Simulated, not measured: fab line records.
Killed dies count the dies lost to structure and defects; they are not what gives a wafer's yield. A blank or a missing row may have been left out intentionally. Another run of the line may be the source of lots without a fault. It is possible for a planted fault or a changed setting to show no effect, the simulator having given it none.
Which tool is to blame? | flow sky130 | 24 lots, 72 wafers sampled, at 6 steps of a route of 708

WHAT THE GAUGES SHOWED, per wafer
SKY_PAD_OPEN_BOW_MEAS_13. Usual: PAD_OPEN_BOW gives 48 um (standard deviation 8.7).
lot  | measured     | on           | PAD_OPEN_BOW (um) | flag
L074 | day 45 19:35 | filmMetro-04 | 37 39 30          | 
L075 | day 46 02:59 | filmMetro-02 | 41 41 53          | 
L076 | day 46 07:59 | filmMetro-04 | 64 48 49          | 
L077 | day 46 16:33 | filmMetro-04 | 48 44 58          | 
L078 | day 47 04:11 | filmMetro-02 | 47 37 51          | 
L080 | day 47 06:03 | filmMetro-01 | 47 46 42          | 
L079 | day 47 07:10 | filmMetro-01 | 57 47 52          | 
L081 | day 48 00:13 | filmMetro-04 | 33 46 45          | 
L082 | day 48 07:26 | filmMetro-04 | 43 45 45          | 
L083 | day 48 10:44 | filmMetro-01 | 52 47 57          | 
L084 | day 48 14:54 | filmMetro-04 | 61 51 51          | 
L085 | day 48 20:53 | filmMetro-04 | 39 31 45          | 
L086 | day 48 22:36 | filmMetro-04 | 54 51 61          | 
L087 | day 49 01:32 | filmMetro-01 | 34 33 42          | 
L088 | day 49 10:26 | filmMetro-01 | 47 62 41          | 
L089 | day 49 19:28 | filmMetro-01 | 32 41 48          | 
L091 | day 50 06:00 | filmMetro-02 | 44 56 49          | 
L090 | day 50 09:19 | filmMetro-04 | 44 48 41          | 
L092 | day 50 09:58 | filmMetro-02 | 58 62 59          | 
L093 | day 50 11:06 | filmMetro-01 | 65 52 66          | 
L094 | day 50 13:07 | filmMetro-01 | 39 34 42          | 
L095 | day 50 22:14 | filmMetro-04 | 42 38 39          | 
L096 | day 50 21:28 | filmMetro-01 | 60 63 41          | 
L097 | day 51 02:50 | filmMetro-04 | 52 65 46          | 

TOOL THAT RAN EACH LOT (tool first, then ch and the chambers of the sampled wafers, then the start)
lot  | SKY_VIA2_CMP_02               | SKY_METAL3_SPUTTER_04       | SKY_CAPM_SPUTTER_02         | SKY_METAL3_ETCH_16               | SKY_VIA3_ETCH_15
L074 | cmp-01 ch 0,1,2, day 35 05:04 | pvdSputter-04, day 36 09:19 | pvdSputter-02, day 36 09:27 | rieMetal-01 ch 0,1, day 38 14:13 | rieDiel-04 ch 1,2,3, day 39 16:46
L075 | cmp-01 ch 0,1,3, day 35 10:04 | pvdSputter-02, day 36 14:39 | pvdSputter-01, day 36 14:47 | rieMetal-03 ch 0, day 38 19:52   | rieDiel-04 ch 0,1, day 39 22:40
L076 | cmp-01 ch 0,1,2, day 35 20:56 | pvdSputter-01, day 37 00:37 | pvdSputter-02, day 37 00:45 | rieMetal-03 ch 0,1, day 39 03:25 | rieDiel-01 ch 1,2,3, day 40 05:05
L077 | cmp-01 ch 0,2,3, day 36 06:31 | pvdSputter-01, day 37 10:29 | pvdSputter-02, day 37 10:37 | rieMetal-03 ch 0,1, day 39 13:05 | rieDiel-01 ch 1,3, day 40 15:28
L078 | cmp-02 ch 0,1,3, day 36 20:16 | pvdSputter-02, day 37 23:32 | pvdSputter-01, day 37 23:40 | rieMetal-03 ch 0, day 40 03:08   | rieDiel-02 ch 0,1, day 41 05:43
L080 | cmp-01 ch 0,1,2, day 36 21:58 | pvdSputter-01, day 38 01:02 | pvdSputter-02, day 38 01:10 | rieMetal-01 ch 0,1, day 40 04:43 | rieDiel-04 ch 0,3, day 41 07:17
L079 | cmp-01 ch 1,2,3, day 36 22:40 | pvdSputter-02, day 38 01:45 | pvdSputter-03, day 38 01:53 | rieMetal-04 ch 0,1, day 40 05:22 | rieDiel-01 ch 1,3, day 41 08:06
L081 | cmp-02 ch 0,2,3, day 37 22:40 | pvdSputter-01, day 39 01:34 | pvdSputter-03, day 39 01:42 | rieMetal-04 ch 0, day 41 04:58   | rieDiel-02 ch 0,3, day 42 07:24
L082 | cmp-01 ch 0,1,2, day 38 09:14 | pvdSputter-01, day 39 11:43 | pvdSputter-03, day 39 11:50 | rieMetal-01 ch 0,1, day 41 14:34 | rieDiel-04 ch 1,3, day 42 15:59
L083 | cmp-01 ch 0,1,2, day 38 10:53 | pvdSputter-04, day 39 14:07 | pvdSputter-03, day 39 14:15 | rieMetal-01 ch 0,1, day 41 16:13 | rieDiel-04 ch 0,2,3, day 42 18:18
L084 | cmp-02 ch 2,3, day 38 18:41   | pvdSputter-04, day 39 21:46 | pvdSputter-01, day 39 21:54 | rieMetal-04 ch 0, day 41 22:10   | rieDiel-02 ch 1,2,3, day 42 23:53
L085 | cmp-01 ch 0,3, day 39 01:58   | pvdSputter-01, day 40 05:01 | pvdSputter-03, day 40 05:08 | rieMetal-03 ch 0,1, day 42 06:14 | rieDiel-01 ch 0,1,2, day 43 06:47
L086 | cmp-01 ch 0,1,3, day 39 02:22 | pvdSputter-01, day 40 05:53 | pvdSputter-03, day 40 06:01 | rieMetal-04 ch 0, day 42 08:05   | rieDiel-02 ch 0,1,2, day 43 08:53
L087 | cmp-02 ch 0,3, day 39 09:01   | pvdSputter-04, day 40 11:43 | pvdSputter-03, day 40 11:51 | rieMetal-01 ch 1, day 42 13:25   | rieDiel-04 ch 1,3, day 43 13:44
L088 | cmp-01 ch 1,3, day 39 20:35   | pvdSputter-01, day 40 23:22 | pvdSputter-02, day 40 23:30 | rieMetal-01 ch 0,1, day 43 00:58 | rieDiel-01 ch 0,1,2, day 44 00:59
L089 | cmp-01 ch 0,2, day 40 09:42   | pvdSputter-02, day 41 12:28 | pvdSputter-03, day 41 12:35 | rieMetal-04 ch 0,1, day 43 12:13 | rieDiel-01 ch 0,2,3, day 44 12:41
L091 | cmp-02 ch 1,2,3, day 41 00:40 | pvdSputter-04, day 42 03:41 | pvdSputter-01, day 42 03:49 | rieMetal-03 ch 0,1, day 44 02:55 | rieDiel-02 ch 0,1,2, day 45 01:37
L090 | cmp-01 ch 0,1,2, day 41 02:26 | pvdSputter-02, day 42 05:10 | pvdSputter-03, day 42 05:17 | rieMetal-03 ch 0,1, day 44 04:16 | rieDiel-01 ch 0,2,3, day 45 04:04
L092 | cmp-02 ch 0,2,3, day 41 03:37 | pvdSputter-04, day 42 05:46 | pvdSputter-02, day 42 05:54 | rieMetal-03 ch 0,1, day 44 05:25 | rieDiel-01 ch 0,1,2, day 45 05:01
L093 | cmp-01 ch 1,3, day 41 05:50   | pvdSputter-04, day 42 08:43 | pvdSputter-03, day 42 08:52 | rieMetal-04 ch 0,1, day 44 07:20 | rieDiel-01 ch 0,3, day 45 07:23
L094 | cmp-02 ch 0,1, day 41 09:29   | pvdSputter-02, day 42 11:37 | pvdSputter-01, day 42 11:45 | rieMetal-01 ch 0,1, day 44 09:29 | rieDiel-02 ch 0,2,3, day 45 08:51
L095 | cmp-02 ch 0,2,3, day 42 00:16 | pvdSputter-01, day 43 02:13 | pvdSputter-01, day 43 02:20 | rieMetal-03 ch 0,1, day 45 00:26 | rieDiel-01 ch 0,1,2, day 45 23:03
L096 | cmp-02 ch 0,1,2, day 42 00:34 | pvdSputter-04, day 43 02:05 | pvdSputter-02, day 43 02:13 | rieMetal-01 ch 0,1, day 44 23:26 | rieDiel-01 ch 1,3, day 45 21:58
L097 | cmp-01 ch 0,1,3, day 42 07:31 | pvdSputter-02, day 43 08:59 | pvdSputter-01, day 43 09:08 | rieMetal-04 ch 0, day 45 06:20   | rieDiel-04 ch 1,2,3, day 46 04:54
- SKY_VIA2_CMP_02: polishes SiO2.
- SKY_METAL3_SPUTTER_04: material TiN, target thk 70 nm, time 58.3 s.
- SKY_CAPM_SPUTTER_02: material TiN, target thk 200 nm, time 166.7 s.
- SKY_METAL3_ETCH_16: etches BARC in N2/H2, stops on SiO2, time 88.2 s, target depth 60 nm.
- SKY_VIA3_ETCH_15: etches SiO2 in C4F8/O2/Ar, stops on TiN, target depth 507 nm, time 78 s.

AS READ BY THE TOOLS THEMSELVES (means over the sampled wafers that have a number; for cases with no such wafer, the mark the record gives instead)
SKY_VIA2_CMP_02. Usual: motorCurrentA reads 12.2 A (standard deviation 0.69).
lot  | tool   | motorCurrentA (A) | flag
L074 | cmp-01 | 11.8              | 
L075 | cmp-01 | 11.7              | 
L076 | cmp-01 | 11.7              | 
L077 | cmp-01 | 11.8              | 
L078 | cmp-02 | 12.4              | 
L080 | cmp-01 | 11.8              | 
L079 | cmp-01 | 12.3              | 
L081 | cmp-02 | 12.5              | 
L082 | cmp-01 | 11.8              | 
L083 | cmp-01 | 11.4              | 
L084 | cmp-02 | 12.5              | 
L085 | cmp-01 | 12.5              | 
L086 | cmp-01 | 12.3              | 
L087 | cmp-02 | 13.0              | 
L088 | cmp-01 | 12.1              | 
L089 | cmp-01 | 11.8              | 
L091 | cmp-02 | 12.3              | 
L090 | cmp-01 | 11.6              | 
L092 | cmp-02 | 12.8              | 
L093 | cmp-01 | 12.2              | 
L094 | cmp-02 | 11.8              | 
L095 | cmp-02 | 12.3              | 
L096 | cmp-02 | 12.2              | 
L097 | cmp-01 | 11.6              | 

SKY_METAL3_SPUTTER_04. Usual: throttleValvePct reads 30.1 % (standard deviation 1.4).
lot  | tool          | throttleValvePct (%) | flag
L074 | pvdSputter-04 | 28.4                 | 
L075 | pvdSputter-02 | 30.4                 | 
L076 | pvdSputter-01 | 30.4                 | 
L077 | pvdSputter-01 | 31.1                 | 
L078 | pvdSputter-02 | 31.5                 | 
L080 | pvdSputter-01 | 30.8                 | 
L079 | pvdSputter-02 | 30.5                 | 
L081 | pvdSputter-01 | 30.1                 | 
L082 | pvdSputter-01 | 30.0                 | 
L083 | pvdSputter-04 | 28.4                 | 
L084 | pvdSputter-04 | 30.2                 | 
L085 | pvdSputter-01 | 30.3                 | 
L086 | pvdSputter-01 | 30.7                 | 
L087 | pvdSputter-04 | 30.1                 | 
L088 | pvdSputter-01 | 30.2                 | 
L089 | pvdSputter-02 | 31.2                 | 
L091 | pvdSputter-04 | 30.2                 | 
L090 | pvdSputter-02 | 31.2                 | 
L092 | pvdSputter-04 | 28.3                 | 
L093 | pvdSputter-04 | 31.2                 | 
L094 | pvdSputter-02 | 30.5                 | 
L095 | pvdSputter-01 | 30.4                 | 
L096 | pvdSputter-04 | 27.7                 | 
L097 | pvdSputter-02 | 30.7                 | 

SKY_CAPM_SPUTTER_02. Usual: throttleValvePct reads 30.4 % (standard deviation 0.74).
lot  | tool          | throttleValvePct (%) | flag
L074 | pvdSputter-02 | 30.9                 | 
L075 | pvdSputter-01 | 30.1                 | 
L076 | pvdSputter-02 | 30.6                 | 
L077 | pvdSputter-02 | 30.6                 | 
L078 | pvdSputter-01 | 30.4                 | 
L080 | pvdSputter-02 | 30.2                 | 
L079 | pvdSputter-03 | 30.3                 | 
L081 | pvdSputter-03 | 30.5                 | 
L082 | pvdSputter-03 | 30.4                 | 
L083 | pvdSputter-03 | 30.2                 | 
L084 | pvdSputter-01 | 30.5                 | 
L085 | pvdSputter-03 | 30.2                 | 
L086 | pvdSputter-03 | 29.8                 | 
L087 | pvdSputter-03 | 29.9                 | 
L088 | pvdSputter-02 | 30.3                 | 
L089 | pvdSputter-03 | 29.7                 | 
L091 | pvdSputter-01 | 30.2                 | 
L090 | pvdSputter-03 | 30.0                 | 
L092 | pvdSputter-02 | 30.5                 | 
L093 | pvdSputter-03 | 29.8                 | 
L094 | pvdSputter-01 | 30.4                 | 
L095 | pvdSputter-01 | 30.6                 | 
L096 | pvdSputter-02 | 30.8                 | 
L097 | pvdSputter-01 | 30.4                 | 

SKY_METAL3_ETCH_16. Usual: drypumpMotorCurrentA 5.6 A, standard deviation 0.49; oesProductAu 0.626 a.u., standard deviation 0.0046; throttleValvePct 13.206 %, standard deviation 0.009.
lot  | tool        | drypumpMotorCurrentA (A) | oesProductAu (a.u.) | throttleValvePct (%) | flag
L074 | rieMetal-01 | 5.5                      | 0.626               | 13.208               | 
L075 | rieMetal-03 | 5.8                      | 0.626               | 13.197               | 
L076 | rieMetal-03 | 5.6                      | 0.623               | 13.200               | 
L077 | rieMetal-03 | 5.7                      | 0.630               | 13.208               | 
L078 | rieMetal-03 | 5.8                      | 0.624               | 13.216               | 
L080 | rieMetal-01 | 5.5                      | 0.622               | 13.206               | 
L079 | rieMetal-04 | 5.4                      | 0.631               | 13.213               | 
L081 | rieMetal-04 | 5.0                      | 0.623               | 13.210               | 
L082 | rieMetal-01 | 5.9                      | 0.625               | 13.207               | 
L083 | rieMetal-01 | 5.5                      | 0.624               | 13.210               | 
L084 | rieMetal-04 | 5.0                      | 0.624               | 13.200               | 
L085 | rieMetal-03 | 5.6                      | 0.623               | 13.200               | 
L086 | rieMetal-04 | 5.0                      | 0.629               | 13.204               | 
L087 | rieMetal-01 | 6.3                      | 0.625               | 13.209               | 
L088 | rieMetal-01 | 5.5                      | 0.627               | 13.208               | 
L089 | rieMetal-04 | 5.4                      | 0.628               | 13.203               | 
L091 | rieMetal-03 | 5.6                      | 0.627               | 13.209               | 
L090 | rieMetal-03 | 5.7                      | 0.626               | 13.209               | 
L092 | rieMetal-03 | 5.6                      | 0.626               | 13.210               | 
L093 | rieMetal-04 | 5.4                      | 0.626               | 13.209               | 
L094 | rieMetal-01 | 5.5                      | 0.623               | 13.213               | 
L095 | rieMetal-03 | 5.5                      | 0.629               | 13.192               | 
L096 | rieMetal-01 | 5.9                      | 0.628               | 13.205               | 
L097 | rieMetal-04 | 5.0                      | 0.620               | 13.211               | 

SKY_VIA3_ETCH_15. Usual: oesProductAu reads 0.946 a.u. (standard deviation 0.005).
lot  | tool       | oesProductAu (a.u.) | flag
L074 | rieDiel-04 | 0.949               | 
L075 | rieDiel-04 | 0.951               | 
L076 | rieDiel-01 | 0.947               | 
L077 | rieDiel-01 | 0.943               | 
L078 | rieDiel-02 | 0.948               | 
L080 | rieDiel-04 | 0.942               | 
L079 | rieDiel-01 | 0.949               | 
L081 | rieDiel-02 | 0.946               | 
L082 | rieDiel-04 | 0.946               | 
L083 | rieDiel-04 | 0.949               | 
L084 | rieDiel-02 | 0.947               | 
L085 | rieDiel-01 | 0.950               | 
L086 | rieDiel-02 | 0.947               | 
L087 | rieDiel-04 | 0.947               | 
L088 | rieDiel-01 | 0.945               | 
L089 | rieDiel-01 | 0.940               | 
L091 | rieDiel-02 | 0.949               | 
L090 | rieDiel-01 | 0.944               | 
L092 | rieDiel-01 | 0.943               | 
L093 | rieDiel-01 | 0.949               | 
L094 | rieDiel-02 | 0.945               | 
L095 | rieDiel-01 | 0.949               | 
L096 | rieDiel-01 | 0.944               | 
L097 | rieDiel-04 | 0.939               | 

THE ANSWER, worked out from the rows above alone
Rule: a lot counts as off when the mean over its wafers that have a number is more than 3 standard deviations away from the usual mean. Also off: a lot with no number at a reading for which 4 or more lots have one. The other lots that the step has rows for count as sound. Order of review: gauges by route order, followed by the tools' own readings, for which a lot's mean as printed above is used. The first step at which some lot is off is used, and at that step the reading that is off furthest; a lot without a number counts as furthest.
No lot is off at any reading shown: from this, nothing can be told.

WHAT WAS PUT IN BY THE SIMULATOR
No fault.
